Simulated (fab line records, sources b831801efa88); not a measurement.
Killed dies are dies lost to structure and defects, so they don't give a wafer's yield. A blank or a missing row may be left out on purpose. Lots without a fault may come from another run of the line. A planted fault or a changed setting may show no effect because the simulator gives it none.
A struck lot beside a sound one | flow sky130 | 15 steps out of a route of 708
Sound: wafers L456.1, L456.2, L456.5. Struck: wafers L446.1, L446.5, L446.6. The cause comes at the end.
At each step with rows: each side's tool, then ch and its chambers, then its first start. Under that, the readings that differ: sound wafers | struck wafers | difference of the means | sigmas: that difference in standard deviations of wafers without a fault.
alike: readings whose means differ by less than 2 such deviations, and words and numbers that are the same on both sides. not compared: withheld readings, readings that some wafer has no value for, bounds like >300 that may hide the same value, and numbers for which the record gives no deviation and whose values overlap.
The two part at a step that has a row with sigmas, a row that says differs or no value, or rows on one side only. Numbers that don't overlap but have no deviation are shown without sigmas and don't part them. A reading that every wafer of one side lacks parts them only if that side has two wafers or more.

SKY_LDD_HVP_OVL_MEAS_07:
  sound on overlay-02, day 27 17:12; struck on overlay-02, day 24 05:15
  alike: LDD_HVP_OVL
then, 1 step without rows for these wafers: SKY_LDD_HVP_IMPLANT_08.
SKY_LDD_HVP_STRIP_09: strips in O2/N2.
  sound on plasma_asher-01 ch 0,1, day 27 17:23; struck on plasma_asher-04 ch 0,1, day 24 05:26
  alike: drypump_motor_current_A, oes_product_au, strip_time_to_endpoint_s
  not compared: rf_hours_counter_h
SKY_LDD_HVP_TW_MEAS_10:
  sound on film_metro-04, day 27 17:29; struck on film_metro-04, day 24 05:32
  alike: LDD_HVP_TW
then, 7 steps without rows for these wafers: SKY_LDD_LDN_DEHYDRATE_00 (time 60 s); SKY_LDD_LDN_HMDS_01 (prime time 60 s); SKY_LDD_LDN_COAT_02 (resist thk 1140 nm); SKY_LDD_LDN_SOFTBAKE_03 (time 60 s); SKY_LDD_LDN_EXPOSE_04 (exposes mask LDNTM, target cd 700 nm); SKY_LDD_LDN_PEB_05; SKY_LDD_LDN_DEVELOP_06 (develop time 60 s).
SKY_LDD_LDN_OVL_MEAS_07:
  sound on overlay-01, day 28 20:42; struck on overlay-02, day 25 11:23
  alike: LDD_LDN_OVL
SKY_LDD_LDN_IMPLANT_08:
  sound on implanter-02 ch 0, day 28 20:44; struck on implanter-02 ch 0, day 25 11:25
  reading                   | sound                | struck               | difference | sigmas
  beam_energy_keV           | 15.000 15.007 15.003 | 20.393 20.399 20.406 | +5.396     | +99 or more
  model.implant.rp_nm (nm)  | 12.9 12.9 12.9       | 15.87 15.87 15.87    | +2.97      |
  model.implant.drp_nm (nm) | 5.933 5.933 5.933    | 7.312 7.312 7.312    | +1.379     |
  alike: beam_on_s
then, 1 step without rows for these wafers: SKY_LDD_LDN_IMPLANT_09.
-- the record jumps here: 22 days lie between the struck wafers' starts before and after (it left off in module LDD_LDN and takes up again in module PAD_OPEN, whose first step shown is number 708 of the route) --
SKY_PAD_OPEN_PROBE_99:
  sound on prober-02, day 49 23:22; struck on prober-02, day 47 16:49
  reading                         | sound          | struck         | difference | sigmas
  model.etest.tip_sonos.rs_ohm_sq | 2661 2667 2635 | 2422 2436 2426 | -226       |
  alike: killed_at_M0_to_M3, killed_at_M4_up, killed_at_contacts, killed_at_front_end, killed_at_other, killed_dies, killed_open, killed_short

WHERE THEY PART
Only at SKY_LDD_LDN_IMPLANT_08, within this record. Later steps at which nothing parts them and some readings are alike: SKY_PAD_OPEN_PROBE_99.

WHY: what the simulator had put in
Process parameter drift: implanter-02, from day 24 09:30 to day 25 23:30, at SKY_LDD_LDN_IMPLANT_08. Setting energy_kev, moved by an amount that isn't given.
